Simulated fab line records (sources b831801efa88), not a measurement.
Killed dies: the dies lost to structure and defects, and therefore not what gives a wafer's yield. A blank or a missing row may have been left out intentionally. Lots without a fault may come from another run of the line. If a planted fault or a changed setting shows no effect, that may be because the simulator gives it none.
fab line records    flow sky130
record lots=24  wafers=72  lastDay=50
route steps=708 shown POLY_CUT@319 CONTACT@406 VIA2@510 PASSIVATION@682
lots untouched by any fault: they come from a run of this same line in which no faults occurred
startH: hours from the record's first day to the start of the lot's first wafer shown    waitH: time in hours since the lot's previous step    " unchanged from the row above    L1.1+2: one row covering several wafers at once    - no value, or no start given    * or withheld: withheld    < > ~ a bound
route shown NAME@n: a module of which the file shows steps, and the number in the route of the first    usual: average and standard deviation across the fault-free wafers    same: alike in all rows    chamber/n: place in a boat    sites: the reading at each site    _std_site: the values' standard deviation    _edge_site: the outer-site mean with the inner-site mean subtracted    radiusMm: for every site, how far away it sits from the centre of the wafer    mask NAME#n: copy n    behind: tool/chamber where the wafer was last shaped    hold: the reason the lot was held/the length of the hold in hours/how it ended    device: the transistor (n, p or np) that didn't switch    end of line: tests of these same wafers at the route's end    step lacking rows: just its recipe    killed: dies lost to structure and defects at the first sort, not the wafer's yield    map: dies across one wafer; x = killed, . = not, _ = none there
set.NAME: the setting the step ran with; set.NAME@STEP: the setting that earlier step ran with    model.NAME: the simulator's own value behind a step, which no gauge read
route steps across a sampled set of lots; one table per step, one row per wafer
services: the hour from which a tool's chamber was out of use, counted from the record's first day as startH (under 0 if before that day), plus the number of hours and why
## steps
# step SKY_POLY_CUT_STRIP_12
# recipe chemistry=O2/N2  powerW=1400  pressureMtorr=1500  platenTempC=withheld  o2FlowSccm=3000  n2FlowSccm=300  overashFraction=0.5
# usual drypumpMotorCurrentA=5.7/0.4  oesProductAu=0.452/0.0043  stripTimeToEndpointS=5.354/0.016
lot.wafer  tool            chamber  startH  waitH  drypumpMotorCurrentA  oesProductAu  rfHoursCounterH  stripTimeToEndpointS
L074.1     plasmaAsher-03  0        553.10  0.0    6.0                   0.453         12               5.371
L074.4     "               0        "       "      6.0                   0.455         -                5.357
L074.6     "               0        "       "      6.0                   0.453         -                5.340
L075.3     plasmaAsher-04  0        564.69  0.1    4.8                   0.450         -                5.355
L075.5     "               0        "       "      4.8                   0.450         -                5.357
L075.6     "               1        "       "      5.9                   0.453         -                5.359
L076.1     plasmaAsher-01  0        576.25  0.0    5.9                   0.452         45               5.381
L076.2     "               1        "       "      5.9                   0.458         45               5.354
L076.4     "               1        "       "      5.9                   0.450         -                5.384
L077.1     plasmaAsher-04  0        583.85  0.0    4.8                   0.449         87               5.360
L077.4     "               0        "       "      4.8                   0.455         -                5.339
L077.5     "               1        "       "      5.9                   0.451         -                5.361
L078.1     plasmaAsher-04  1        599.25  0.0    5.9                   0.453         89               5.354
L078.2     "               0        "       "      4.8                   0.453         89               5.359
L078.6     "               1        "       "      5.9                   0.445         -                5.360
L079.1     plasmaAsher-04  0        603.85  0.0    4.8                   0.456         89               5.362
L079.3     "               1        "       "      5.9                   0.452         -                5.372
L079.4     "               0        "       "      4.8                   0.447         -                5.400
L080.1     plasmaAsher-01  1        606.01  0.0    5.9                   0.447         48               5.359
L080.5     "               1        "       "      6.0                   0.451         -                5.352
L080.6     "               0        "       "      5.9                   0.452         -                5.346
L081.1     plasmaAsher-03  0        615.81  0.0    6.0                   0.461         18               5.346
L081.3     "               0        "       "      6.0                   0.458         -                5.366
L081.5     "               0        "       "      6.0                   0.459         -                5.346
L082.1     plasmaAsher-04  0        624.11  0.0    4.8                   0.449         91               5.357
L082.4     "               0        "       "      4.8                   0.453         -                5.357
L082.5     "               1        "       "      5.9                   0.450         -                5.362
L083.1     plasmaAsher-01  0        632.85  0.0    5.9                   0.447         51               5.339
L083.3     "               0        "       "      5.9                   0.448         -                5.356
L083.6     "               0        "       "      5.9                   0.444         -                5.370
L084.2     plasmaAsher-01  1        643.56  0.0    5.9                   0.451         52               5.349
L084.3     "               1        "       "      5.9                   0.447         -                5.340
L084.4     "               0        "       "      5.9                   0.451         -                5.326
L085.1     plasmaAsher-03  1        653.55  0.0    5.7                   0.457         22               5.368
L085.2     "               0        "       "      6.0                   0.457         22               5.357
L085.4     "               0        "       "      6.0                   0.458         -                5.381
L086.2     plasmaAsher-01  0        663.10  0.0    5.9                   0.449         55               5.381
L086.3     "               0        "       "      5.9                   0.456         -                5.332
L086.5     "               1        "       "      5.9                   0.451         -                5.352
L087.1     plasmaAsher-04  0        670.45  0.0    4.8                   0.451         95               5.367
L087.2     "               1        "       "      5.9                   0.451         95               5.359
L087.3     "               1        "       "      5.9                   0.454         -                5.355
L088.1     plasmaAsher-01  0        681.25  0.0    5.9                   0.468         57               5.354
L088.3     "               1        "       "      5.9                   0.448         -                5.380
L088.4     "               0        "       "      5.9                   0.446         -                5.352
L089.2     plasmaAsher-03  0        689.86  0.0    6.0                   0.455         24               5.351
L089.4     "               1        "       "      5.6                   0.453         -                5.345
L089.5     "               0        "       "      6.0                   0.452         -                5.337
L090.4     plasmaAsher-01  1        692.48  0.1    5.9                   0.448         -                5.333
L090.5     "               0        "       "      5.9                   0.448         -                5.322
L090.6     "               1        "       "      5.9                   0.452         -                5.331
L091.4     plasmaAsher-04  1        701.34  0.1    5.9                   0.448         -                5.328
L091.5     "               1        "       "      5.8                   0.450         -                5.344
L091.6     "               0        "       "      4.8                   0.449         -                5.332
L092.1     plasmaAsher-01  1        708.46  0.0    5.9                   0.455         59               5.341
L092.5     "               1        "       "      5.9                   0.451         -                5.344
L092.6     "               0        "       "      5.9                   0.448         -                5.343
L093.1     plasmaAsher-01  1        712.10  0.0    6.0                   0.449         60               5.341
L093.5     "               0        "       "      5.9                   0.449         -                5.331
L093.6     "               1        "       "      5.9                   0.452         -                5.325
L094.1     plasmaAsher-01  0        717.06  0.0    5.9                   0.444         60               5.379
L094.2     "               1        "       "      5.9                   0.459         60               5.358
L094.5     "               1        "       "      5.9                   0.453         -                5.364
L095.2     plasmaAsher-01  0        727.20  0.0    5.9                   0.450         61               5.360
L095.3     "               1        "       "      5.9                   0.455         -                5.360
L095.4     "               0        "       "      5.9                   0.446         -                5.373
L096.3     plasmaAsher-03  1        736.59  0.1    5.6                   0.449         -                5.369
L096.4     "               0        "       "      6.0                   0.446         -                5.356
L096.5     "               1        "       "      5.6                   0.448         -                5.340
L097.2     plasmaAsher-01  0        746.72  0.0    5.9                   0.455         64               5.367
L097.3     "               0        "       "      5.9                   0.460         -                5.371
L097.6     "               1        "       "      5.9                   0.457         -                5.357
# step SKY_CONTACT_CVD_00
# recipe material=Si3N4  targetThkNm=75  tempC=400  timeS=withheld  rfW=450
# usual heaterPowerW=721/92  rfFwdPowerW=444.5/2.2  susceptorTempC=400.02/0.24
lot.wafer  tool      chamber  startH  waitH  heaterPowerW  rfFwdPowerW  susceptorTempC
L074.1     pecvd-04  1        701.03  0.0    637           447.1        400.04
L074.4     "         0        "       "      798           444.9        400.25
L074.6     "         2        "       "      674           444.5        400.38
L075.3     pecvd-04  2        712.30  0.0    645           441.7        400.23
L075.5     "         0        "       "      785           446.7        399.70
L075.6     "         1        "       "      617           447.1        399.50
L076.1     pecvd-02  1        722.85  0.0    737           445.7        399.98
L076.2     "         2        "       "      834           442.7        399.67
L076.4     "         1        "       "      599           445.3        400.05
L077.1     pecvd-01  0        729.15  0.0    659           447.5        399.72
L077.4     "         2        "       "      884           445.4        400.03
L077.5     "         1        "       "      690           444.6        399.97
L078.1     pecvd-01  2        743.90  0.0    830           440.8        399.82
L078.2     "         1        "       "      685           444.5        399.71
L078.6     "         0        "       "      648           446.8        400.15
L079.1     pecvd-04  0        748.80  0.0    752           445.3        399.81
L079.3     "         1        "       "      573           446.8        400.11
L079.4     "         1        "       "      587           446.7        400.28
L080.1     pecvd-01  1        751.94  0.0    698           443.6        400.09
L080.5     "         0        "       "      753           444.3        399.96
L080.6     "         2        "       "      877           443.9        399.61
L081.1     pecvd-02  1        758.58  0.0    619           444.4        399.64
L081.3     "         0        "       "      687           441.8        399.79
L081.5     "         1        "       "      620           442.6        399.83
L082.1     pecvd-02  1        767.08  0.0    716           444.8        399.50
L082.4     "         2        "       "      854           442.4        399.98
L082.5     "         0        "       "      729           443.0        400.29
L083.1     pecvd-04  1        775.52  0.0    529           447.2        400.06
L083.3     "         0        "       "      792           446.6        400.38
L083.6     "         0        "       "      792           441.7        400.15
L084.2     pecvd-01  2        783.15  0.0    900           445.2        399.58
L084.3     "         0        "       "      776           444.0        400.47
L084.4     "         2        "       "      887           443.4        399.45
L085.1     pecvd-01  1        793.58  0.0    696           443.8        399.77
L085.2     "         0        "       "      700           447.2        400.00
L085.4     "         1        "       "      686           444.7        400.42
L086.2     pecvd-04  2        802.93  0.0    666           442.9        400.08
L086.3     "         0        "       "      801           445.9        400.11
L086.5     "         1        "       "      663           444.8        400.23
L087.1     pecvd-02  1        813.85  0.0    590           445.3        400.17
L087.2     "         2        "       "      841           440.9        399.92
L087.3     "         0        "       "      682           442.7        399.81
L088.1     pecvd-04  0        818.74  0.0    809           445.2        400.11
L088.3     "         1        "       "      616           444.5        400.00
L088.4     "         0        "       "      796           447.0        400.34
L089.2     pecvd-02  0        828.07  0.0    759           437.9        400.39
L089.4     "         0        "       "      738           438.7        399.70
L089.5     "         2        "       "      781           443.3        400.11
L090.4     pecvd-04  2        828.80  0.0    644           443.7        400.17
L090.5     "         0        "       "      827           446.7        400.05
L090.6     "         1        "       "      632           445.9        400.24
L091.4     pecvd-01  2        837.09  0.0    878           443.5        400.07
L091.5     "         0        "       "      698           447.1        399.96
L091.6     "         2        "       "      853           443.2        400.17
L092.1     pecvd-01  2        846.76  0.0    825           442.7        399.64
L092.5     "         0        "       "      706           448.4        400.19
L092.6     "         2        "       "      816           445.0        399.80
L093.1     pecvd-04  0        849.55  0.0    739           446.3        400.28
L093.5     "         1        "       "      657           446.4        400.13
L093.6     "         0        "       "      761           448.0        400.15
L094.1     pecvd-04  0        855.06  0.0    736           447.4        400.00
L094.2     "         2        "       "      626           443.7        400.35
L094.5     "         0        "       "      769           444.8        399.67
L095.2     pecvd-04  1        863.93  0.0    666           445.5        400.09
L095.3     "         0        "       "      791           447.1        400.27
L095.4     "         2        "       "      674           442.7        399.76
L096.3     pecvd-02  1        873.17  0.0    620           444.8        400.27
L096.4     "         2        "       "      839           439.4        399.61
L096.5     "         0        "       "      627           440.3        400.27
L097.2     pecvd-02  1        881.26  0.0    709           445.8        400.01
L097.3     "         2        "       "      794           440.7        399.72
L097.6     "         2        "       "      817           440.3        399.59
# step SKY_CONTACT_THK_MEAS_01
# recipe reads=Si3N4_of_CONTACT_CVD_00
# usual CONTACT_CVD_00_THK=75.5/0.97
lot.wafer  tool          chamber  startH  waitH  CONTACT_CVD_00_THK[nm]
L074.1     filmMetro-02  -        701.06  -      74.8
L074.4     "             -        "       "      75.9
L074.6     "             -        "       "      77.0
L075.3     filmMetro-01  -        712.36  -      74.9
L075.5     "             -        "       "      76.6
L075.6     "             -        "       "      75.6
L076.1     filmMetro-02  -        722.90  -      75.7
L076.2     "             -        "       "      74.7
L076.4     "             -        "       "      75.2
L077.1     filmMetro-01  -        729.19  -      74.0
L077.4     "             -        "       "      75.7
L077.5     "             -        "       "      75.6
L078.1     filmMetro-04  -        743.94  -      74.7
L078.2     "             -        "       "      74.8
L078.6     "             -        "       "      74.6
L079.1     filmMetro-04  -        748.84  -      75.1
L079.3     "             -        "       "      73.9
L079.4     "             -        "       "      75.3
L080.1     filmMetro-01  -        751.97  -      75.0
L080.5     "             -        "       "      75.5
L080.6     "             -        "       "      77.6
L081.1     filmMetro-01  -        758.61  -      75.0
L081.3     "             -        "       "      74.4
L081.5     "             -        "       "      75.8
L082.1     filmMetro-02  -        767.12  -      75.0
L082.4     "             -        "       "      74.8
L082.5     "             -        "       "      75.4
L083.1     filmMetro-01  -        775.56  -      74.3
L083.3     "             -        "       "      75.1
L083.6     "             -        "       "      76.5
L084.2     filmMetro-01  -        783.21  -      76.6
L084.3     "             -        "       "      76.2
L084.4     "             -        "       "      77.5
L085.1     filmMetro-01  -        793.62  -      74.1
L085.2     "             -        "       "      73.2
L085.4     "             -        "       "      74.8
L086.2     filmMetro-04  -        802.97  -      75.0
L086.3     "             -        "       "      74.8
L086.5     "             -        "       "      76.5
L087.1     filmMetro-04  -        813.89  -      73.3
L087.2     "             -        "       "      73.8
L087.3     "             -        "       "      74.3
L088.1     filmMetro-02  -        818.78  -      75.7
L088.3     "             -        "       "      75.3
L088.4     "             -        "       "      75.8
L089.2     filmMetro-02  -        828.12  -      74.3
L089.4     "             -        "       "      76.4
L089.5     "             -        "       "      74.9
L090.4     filmMetro-02  -        828.85  -      75.6
L090.5     "             -        "       "      76.3
L090.6     "             -        "       "      76.9
L091.4     filmMetro-02  -        837.16  -      76.1
L091.5     "             -        "       "      75.1
L091.6     "             -        "       "      77.4
L092.1     filmMetro-02  -        846.81  -      76.9
L092.5     "             -        "       "      75.6
L092.6     "             -        "       "      76.9
L093.1     filmMetro-01  -        849.58  -      75.5
L093.5     "             -        "       "      76.1
L093.6     "             -        "       "      76.6
L094.1     filmMetro-04  -        855.09  -      75.1
L094.2     "             -        "       "      75.5
L094.5     "             -        "       "      76.5
L095.2     filmMetro-01  -        863.98  -      74.8
L095.3     "             -        "       "      75.1
L095.4     "             -        "       "      75.7
L096.3     filmMetro-04  -        873.22  -      75.2
L096.4     "             -        "       "      77.0
L096.5     "             -        "       "      77.6
L097.2     filmMetro-02  -        881.30  -      75.2
L097.3     "             -        "       "      74.8
L097.6     "             -        "       "      75.9
# step SKY_CONTACT_CMP_04
# recipe material=SiO2  downForcePsi=4  platenRpm=60  padVelocityMS=0.94248
# usual motorCurrentA=12.6/1.3  slurryFlowMlMin=150.1/0.43  timeToEndpointS=83/4
lot.wafer  tool    chamber  startH  waitH  motorCurrentA  slurryFlowMlMin  timeToEndpointS
L074.4     cmp-01  3        701.25  0.0    11.9           151.0            83
L074.1     "       0        "       "      12.8           150.1            92
L074.6     "       3        "       "      11.9           149.9            84
L075.3     cmp-01  1        712.53  0.0    10.7           150.1            80
L075.6     "       1        "       "      11.6           149.4            82
L075.5     "       2        "       "      14.7           150.1            84
L076.2     cmp-01  2        723.09  0.0    15.6           150.4            80
L076.4     "       3        "       "      11.5           150.2            84
L076.1     "       1        "       "      11.8           149.6            77
L077.4     cmp-02  2        729.48  0.1    13.9           150.5            80
L077.1     "       0        "       "      11.5           150.3            81
L077.5     "       3        "       "      12.2           149.5            84
L078.1     cmp-02  3        744.32  0.2    12.4           149.2            87
L078.2     "       1        "       "      12.3           149.8            86
L078.6     "       3        "       "      12.1           149.9            88
L079.3     cmp-01  2        749.08  0.1    14.7           150.3            84
L079.4     "       3        "       "      11.2           150.8            83
L079.1     "       0        "       "      13.5           150.6            86
L080.1     cmp-01  2        752.31  0.2    15.2           150.6            81
L080.5     "       3        "       "      12.5           149.1            76
L080.6     "       0        "       "      14.4           149.6            86
L081.3     cmp-02  2        758.83  0.0    14.1           150.1            85
L081.1     "       3        "       "      13.0           150.6            87
L081.5     "       3        "       "      12.0           150.5            81
L082.4     cmp-02  3        767.30  0.0    11.5           149.9            86
L082.1     "       0        "       "      11.5           150.4            85
L082.5     "       0        "       "      11.2           150.2            86
L083.1     cmp-01  0        775.75  0.1    13.9           150.8            84
L083.3     "       2        "       "      14.8           150.6            81
L083.6     "       1        "       "      11.1           149.9            80
L084.2     cmp-01  2        783.39  0.0    14.8           150.2            81
L084.3     "       0        "       "      14.1           150.4            83
L084.4     "       1        "       "      11.5           150.6            76
L085.2     cmp-02  0        793.98  0.2    10.8           149.2            86
L085.1     "       1        "       "      12.2           150.5            87
L085.4     "       3        "       "      12.5           149.7            91
L086.2     cmp-01  1        803.39  0.3    11.2           150.5            80
L086.3     "       2        "       "      15.2           150.2            83
L086.5     "       2        "       "      14.9           150.5            81
L087.2     cmp-02  0        814.08  0.0    11.4           150.2            77
L087.1     "       1        "       "      12.5           150.0            84
L087.3     "       2        "       "      13.2           150.7            80
L088.3     cmp-02  0        818.97  0.0    11.3           149.8            81
L088.1     "       1        "       "      12.3           150.0            83
L088.4     "       2        "       "      14.8           150.6            77
L089.2     cmp-02  3        828.30  0.0    11.6           150.4            85
L089.4     "       1        "       "      12.1           150.4            90
L089.5     "       0        "       "      11.4           149.9            89
L090.4     cmp-02  3        829.06  0.1    12.1           149.3            76
L090.6     "       2        "       "      14.1           149.8            74
L090.5     "       3        "       "      12.2           149.9            73
L091.4     cmp-02  3        837.46  0.2    11.7           149.8            84
L091.5     "       0        "       "      11.3           149.0            80
L091.6     "       1        "       "      12.4           150.3            83
L092.1     cmp-01  2        847.10  0.1    14.0           150.5            86
L092.6     "       0        "       "      12.7           150.2            89
L092.5     "       1        "       "      11.5           149.7            78
L093.1     cmp-01  3        849.92  0.2    11.3           149.6            84
L093.5     "       0        "       "      13.4           150.5            90
L093.6     "       1        "       "      11.5           150.2            80
L094.2     cmp-02  1        855.38  0.1    12.3           149.2            89
L094.1     "       2        "       "      13.8           150.2            84
L094.5     "       0        "       "      10.7           149.6            83
L095.4     cmp-01  2        864.15  0.0    14.7           150.5            80
L095.3     "       0        "       "      13.3           150.5            89
L095.2     "       1        "       "      11.8           149.9            86
L096.4     cmp-02  0        873.49  0.1    11.1           150.6            83
L096.3     "       1        "       "      12.3           150.4            85
L096.5     "       3        "       "      12.1           149.6            83
L097.2     cmp-02  0        881.58  0.1    10.7           149.8            86
L097.3     "       1        "       "      11.8           150.1            88
L097.6     "       2        "       "      14.4           150.4            84
# step SKY_VIA2_BOW_MEAS_03
# recipe mode=bow
# usual VIA2_BOW=82/7.7
lot.wafer  tool          chamber  startH  waitH  VIA2_BOW[um]
L074.1     filmMetro-01  -        814.64  0.1    89
L074.4     "             -        "       "      88
L074.6     "             -        "       "      75
L075.3     filmMetro-01  -        826.49  0.1    84
L075.5     "             -        "       "      77
L075.6     "             -        "       "      79
L076.1     filmMetro-04  -        835.62  0.1    77
L076.2     "             -        "       "      78
L076.4     "             -        "       "      70
L077.1     filmMetro-02  -        841.98  0.2    79
L077.4     "             -        "       "      81
L077.5     "             -        "       "      88
L078.1     filmMetro-01  -        857.26  0.2    100
L078.2     "             -        "       "      96
L078.6     "             -        "       "      88
L079.1     filmMetro-02  -        862.14  0.1    81
L079.3     "             -        "       "      75
L079.4     "             -        "       "      74
L080.1     filmMetro-02  -        864.01  0.2    81
L080.5     "             -        "       "      81
L080.6     "             -        "       "      72
L081.1     filmMetro-02  -        871.15  0.2    91
L081.3     "             -        "       "      81
L081.5     "             -        "       "      72
L082.1     filmMetro-01  -        877.79  0.2    83
L082.4     "             -        "       "      70
L082.5     "             -        "       "      74
L083.1     filmMetro-02  -        887.65  0.2    95
L083.3     "             -        "       "      89
L083.6     "             -        "       "      97
L084.2     filmMetro-02  -        895.43  0.2    100
L084.3     "             -        "       "      88
L084.4     "             -        "       "      78
L085.1     filmMetro-01  -        904.01  0.2    73
L085.2     "             -        "       "      94
L085.4     "             -        "       "      85
L086.2     filmMetro-01  -        915.53  0.1    90
L086.3     "             -        "       "      70
L086.5     "             -        "       "      88
L087.1     filmMetro-01  -        924.29  0.2    88
L087.2     "             -        "       "      94
L087.3     "             -        "       "      82
L088.1     filmMetro-04  -        928.09  0.1    94
L088.3     "             -        "       "      81
L088.4     "             -        "       "      78
L089.2     filmMetro-02  -        937.93  0.2    82
L089.4     "             -        "       "      80
L089.5     "             -        "       "      81
L090.4     filmMetro-04  -        940.49  0.3    85
L090.5     "             -        "       "      96
L090.6     "             -        "       "      78
L091.4     filmMetro-01  -        946.81  0.2    84
L091.5     "             -        "       "      80
L091.6     "             -        "       "      74
L092.1     filmMetro-04  -        953.48  0.2    72
L092.5     "             -        "       "      92
L092.6     "             -        "       "      75
L093.1     filmMetro-01  -        955.84  0.1    79
L093.5     "             -        "       "      83
L093.6     "             -        "       "      76
L094.1     filmMetro-01  -        961.90  0.1    90
L094.2     "             -        "       "      60
L094.5     "             -        "       "      78
L095.2     filmMetro-01  -        970.81  0.2    93
L095.3     "             -        "       "      97
L095.4     "             -        "       "      90
L096.3     filmMetro-01  -        978.11  0.3    79
L096.4     "             -        "       "      77
L096.5     "             -        "       "      85
L097.2     filmMetro-02  -        985.99  0.3    99
L097.3     "             -        "       "      84
L097.6     "             -        "       "      83
# step SKY_PASSIVATION_THK_MEAS_01
# recipe reads=SiO2_of_PASSIVATION_CVD_00
# usual PASSIVATION_CVD_00_THK=90.5/1.2
lot.wafer  tool          chamber  startH   waitH  PASSIVATION_CVD_00_THK[nm]
L074.1     filmMetro-04  -        1024.00  -      89.7
L074.4     "             -        "        "      89.6
L074.6     "             -        "        "      91.4
L075.3     filmMetro-02  -        1035.92  -      90.5
L075.5     "             -        "        "      92.6
L075.6     "             -        "        "      92.3
L076.1     filmMetro-03  -        1042.65  -      88.9
L076.2     "             -        "        "      87.2
L076.4     "             -        "        "      88.4
L077.1     filmMetro-03  -        1047.10  -      90.4
L077.4     "             -        "        "      90.9
L077.5     "             -        "        "      91.5
L078.1     filmMetro-02  -        1060.88  -      90.3
L078.2     "             -        "        "      90.9
L078.6     "             -        "        "      90.7
L079.1     filmMetro-03  -        1064.28  -      90.3
L079.3     "             -        "        "      90.1
L079.4     "             -        "        "      91.0
L080.1     filmMetro-02  -        1065.75  -      88.8
L080.5     "             -        "        "      90.6
L080.6     "             -        "        "      90.7
L081.1     filmMetro-02  -        1072.95  -      91.2
L081.3     "             -        "        "      90.2
L081.5     "             -        "        "      91.9
L082.1     filmMetro-04  -        1077.80  -      88.6
L082.4     "             -        "        "      90.7
L082.5     "             -        "        "      90.2
L083.1     filmMetro-03  -        1089.35  -      90.3
L083.3     "             -        "        "      89.7
L083.6     "             -        "        "      92.2
L084.2     filmMetro-02  -        1092.12  -      89.0
L084.3     "             -        "        "      88.9
L084.4     "             -        "        "      91.3
L085.1     filmMetro-02  -        1096.61  -      88.7
L085.2     "             -        "        "      89.8
L085.4     "             -        "        "      88.9
L086.2     filmMetro-04  -        1107.18  -      89.8
L086.3     "             -        "        "      90.9
L086.5     "             -        "        "      90.2
L087.1     filmMetro-03  -        1115.84  -      89.7
L087.2     "             -        "        "      89.2
L087.3     "             -        "        "      89.3
L088.1     filmMetro-04  -        1118.84  -      89.3
L088.3     "             -        "        "      90.8
L088.4     "             -        "        "      92.5
L089.2     filmMetro-04  -        1125.31  -      91.5
L089.4     "             -        "        "      91.8
L089.5     "             -        "        "      90.7
L090.4     filmMetro-04  -        1126.84  -      91.8
L090.5     "             -        "        "      91.8
L090.6     "             -        "        "      92.2
L091.4     filmMetro-03  -        1131.62  -      89.6
L091.5     "             -        "        "      89.0
L091.6     "             -        "        "      89.3
L092.1     filmMetro-04  -        1138.13  -      90.2
L092.5     "             -        "        "      91.3
L092.6     "             -        "        "      91.7
L093.1     filmMetro-02  -        1141.31  -      91.9
L093.5     "             -        "        "      92.7
L093.6     "             -        "        "      92.0
L094.1     filmMetro-04  -        1146.73  -      90.1
L094.2     "             -        "        "      91.8
L094.5     "             -        "        "      92.7
L095.2     filmMetro-03  -        1150.74  -      91.3
L095.3     "             -        "        "      90.5
L095.4     "             -        "        "      92.4
L096.3     filmMetro-04  -        1158.40  -      89.9
L096.4     "             -        "        "      91.7
L096.5     "             -        "        "      90.8
L097.2     filmMetro-04  -        1162.81  -      89.6
L097.3     "             -        "        "      88.9
L097.6     "             -        "        "      91.2
## services
tool      chamber  startH  hours  kind
pecvd-02  -        537.99  0.4    repair
pecvd-02  -        551.70  6.0    pm
cmp-01    -        567.35  0.5    repair
cmp-01    -        572.30  4.0    pm
cmp-02    -        586.06  5.5    repair
cmp-01    -        590.78  2.7    repair
cmp-01    -        602.36  0.4    repair
pecvd-04  1        608.85  6.3    repair
cmp-02    -        609.00  0.9    repair
cmp-02    -        611.35  4.2    pm
cmp-01    -        635.82  0.5    repair
cmp-01    -        664.71  1.3    repair
cmp-02    -        697.87  0.3    repair
cmp-01    -        723.79  6.6    pm
cmp-01    -        733.13  6.6    repair
cmp-01    -        742.89  5.5    pm
cmp-02    -        750.62  4.0    pm
cmp-01    -        801.21  0.7    repair
cmp-02    -        801.94  3.8    pm
cmp-02    -        808.34  0.3    repair
cmp-01    -        836.15  2.3    repair
cmp-02    -        856.34  0.8    repair
cmp-02    -        879.96  1.3    repair
cmp-01    -        881.02  5.1    repair
## key
fault none
